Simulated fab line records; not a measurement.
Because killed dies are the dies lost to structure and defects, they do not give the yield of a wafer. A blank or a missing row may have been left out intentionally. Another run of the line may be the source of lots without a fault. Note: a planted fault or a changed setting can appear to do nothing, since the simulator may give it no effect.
Which tool was responsible?	flow gf180mcu	39 wafers from 13 lots sampled at 5 of the route's 602 steps

== WHAT THE GAUGES READ, wafer by wafer ==
GF_VT_IMPLANT_OVL_MEAS_18.
lot	measured	on	VT_IMPLANT_01_OVL (nm)
L970	day 6 06:31	overlay-01	1.7 -1.0 2.0
L971	day 6 13:11	overlay-02	0.6 3.4 3.0
L972	day 6 18:49	overlay-01	-1.9 -1.2 -4.0
L973	day 7 01:59	overlay-02	-0.3 1.1 -0.4
L974	day 7 05:49	overlay-02	2.0 1.6 0.3
L977	day 8 01:09	overlay-01	1.2 1.1 0.1
L978	day 8 11:39	overlay-01	-0.6 -0.4 0.8
L979	day 8 18:49	overlay-01	-2.1 -1.5 -0.6
L983	day 9 16:04	overlay-02	-2.7 0.4 -0.7
L988	day 10 23:01	overlay-02	2.4 3.3 1.8
L989	day 11 05:16	overlay-01	-0.8 1.3 1.4
L992	day 12 01:01	overlay-01	-0.4 -1.2 -1.1
L993	day 12 07:26	overlay-01	1.0 2.8 0.9

GF_HV_LDD_TW_MEAS_50.
lot	measured	on	HV_LDD_4_TW
L970	day 12 09:17	film_metro-03	562 561 563
L971	day 12 17:46	film_metro-01	570 570 572
L972	day 13 02:03	film_metro-03	555 561 560
L973	day 13 09:35	film_metro-03	561 566 563
L974	day 13 14:46	film_metro-04	568 573 571
L977	day 14 16:55	film_metro-01	571 570 569
L978	day 15 04:14	film_metro-03	563 562 561
L979	day 15 13:58	film_metro-04	571 570 571
L983	day 16 19:34	film_metro-04	570 568 572
L988	day 18 13:35	film_metro-04	600 596 599
L989	day 18 21:18	film_metro-01	596 593 594
L992	day 19 21:42	film_metro-01	576 574 576
L993	day 20 02:19	film_metro-03	563 563 564

GF_M4_THK_MEAS_06: measures by xrf.
lot	measured	on	M4_ALCU_THK (nm)
L970	day 22 07:18	film_metro-01	451 447 449
L971	day 22 16:58	film_metro-03	456 449 455
L972	day 23 02:59	film_metro-02	457 459 458
L973	day 23 13:22	film_metro-03	456 463 460
L974	day 23 17:08	film_metro-03	465 460 465
L977	day 25 01:19	film_metro-01	449 455 456
L978	day 25 10:18	film_metro-01	440 445 443
L979	day 25 23:14	film_metro-01	448 453 458
L983	day 26 22:49	film_metro-01	448 449 449
L988	day 28 13:22	film_metro-03	468 468 463
L989	day 28 18:28	film_metro-03	464 466 465
L992	day 29 12:56	film_metro-03	448 447 449
L993	day 29 15:33	film_metro-02	449 453 451

== EACH LOT AND THE TOOL THAT RAN IT (in order: tool; ch and the chambers of the sampled wafers; start) ==
lot	GF_HV_LDD_IMPLANT_48	GF_M3_SPUTTER_03
L970	implanter-03 ch 0, day 12 09:03	pvd_sputter-03, day 20 04:54
L971	implanter-03 ch 0, day 12 17:31	pvd_sputter-04, day 20 14:31
L972	implanter-03 ch 0, day 13 01:50	pvd_sputter-03, day 21 01:36
L973	implanter-01 ch 0, day 13 09:22	pvd_sputter-04, day 21 12:01
L974	implanter-03 ch 0, day 13 14:31	pvd_sputter-03, day 21 15:26
L977	implanter-02 ch 0, day 14 16:40	pvd_sputter-04, day 23 01:23
L978	implanter-02 ch 0, day 15 03:59	pvd_sputter-04, day 23 10:57
L979	implanter-01 ch 0, day 15 13:45	pvd_sputter-03, day 23 23:31
L983	implanter-03 ch 0, day 16 19:19	pvd_sputter-01, day 25 02:03
L988	implanter-02 ch 0, day 18 13:20	pvd_sputter-04, day 26 17:38
L989	implanter-02 ch 0, day 18 21:03	pvd_sputter-03, day 26 23:14
L992	implanter-03 ch 0, day 19 21:28	pvd_sputter-01, day 27 19:38
L993	implanter-01 ch 0, day 20 02:07	pvd_sputter-01, day 27 21:38
- GF_HV_LDD_IMPLANT_48
- GF_M3_SPUTTER_03: material Ti, target thk 10 nm, time 6.7 s.

== WHAT THE TOOLS THEMSELVES READ (means of the sampled wafers that have a number; where no wafer has one, the mark that the record gives instead) ==
GF_HV_LDD_IMPLANT_48.
lot	tool	dose_ions_cm2	faraday_current_uA
L970	implanter-03	2.999e+13	169
L971	implanter-03	2.997e+13	170
L972	implanter-03	3.001e+13	169
L973	implanter-01	3.003e+13	171
L974	implanter-03	3.000e+13	172
L977	implanter-02	2.996e+13	171
L978	implanter-02	3.000e+13	170
L979	implanter-01	2.998e+13	165
L983	implanter-03	3.000e+13	170
L988	implanter-02	3.380e+13	189
L989	implanter-02	3.384e+13	192
L992	implanter-03	3.000e+13	167
L993	implanter-01	2.999e+13	164

GF_M3_SPUTTER_03.
lot	tool	substrate_temp_c (C)	throttle_valve_pct (%)
L970	pvd_sputter-03	299.88	30.0
L971	pvd_sputter-04	299.81	30.3
L972	pvd_sputter-03	300.07	29.5
L973	pvd_sputter-04	299.91	29.8
L974	pvd_sputter-03	299.84	29.9
L977	pvd_sputter-04	299.99	30.3
L978	pvd_sputter-04	300.07	30.2
L979	pvd_sputter-03	299.98	30.0
L983	pvd_sputter-01	300.22	29.6
L988	pvd_sputter-04	300.08	29.5
L989	pvd_sputter-03	300.21	29.7
L992	pvd_sputter-01	299.99	29.2
L993	pvd_sputter-01	299.87	28.3

== THE ANSWER, worked out from the rows above alone ==
Rule: usual is defined by the lots themselves. The widest of any qualifying gaps counts: lots, ordered by their means at a reading, are off when they make up no more than a third of the lots, leave a main group of 4 or more, and stand apart from it by 3 or more times the standard deviation of that group's means. If all means in a main group match to the digits the tables above print for the reading, that group is not used. Also off: a lot with no number at a reading for which 4 or more lots have one. Where the step has rows for the other lots, those lots are counted as sound. The gauges are gone through in route order, then the tools' own readings, and for those a lot's mean is taken as printed above. At the first step where some lot is off, the reading lying furthest off is the one used; lots without a number count as furthest.
Off: at GF_HV_LDD_TW_MEAS_50 (HV_LDD_4_TW), L988, L989. For the main group the mean is 567 and the standard deviation 5.
If a tool, at a process step before that reading, ran all the lots that are off and no sound lot after the first of them, it fits. Not tried: the gauges at GF_HV_LDD_TW_MEAS_50; whatever is off there is also off at GF_HV_LDD_IMPLANT_48, on other tools, and gauge error can't account for it. One fits: implanter-02 at GF_HV_LDD_IMPLANT_48. Its last sound lot is L978 (day 15 03:59), its first lot that is off L988 (day 18 13:20): a fault that began between those two fits.
The tool's own readings at GF_HV_LDD_IMPLANT_48 bear it out: on the lots that are off they differ by more than 5 times the standard deviation of the sound lots' means. dose_ions_cm2 reads 3.382e+13 there against 2.999e+13 on the sound lots; faraday_current_uA reads 190 there against 169 on the sound lots.

== WHAT THE SIMULATOR HAD PUT IN ==
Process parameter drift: implanter-02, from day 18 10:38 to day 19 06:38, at GF_HV_LDD_IMPLANT_48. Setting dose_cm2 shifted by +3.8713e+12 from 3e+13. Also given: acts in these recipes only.
Lots struck among those shown: L988, L989. The rule given above showed the same thing.
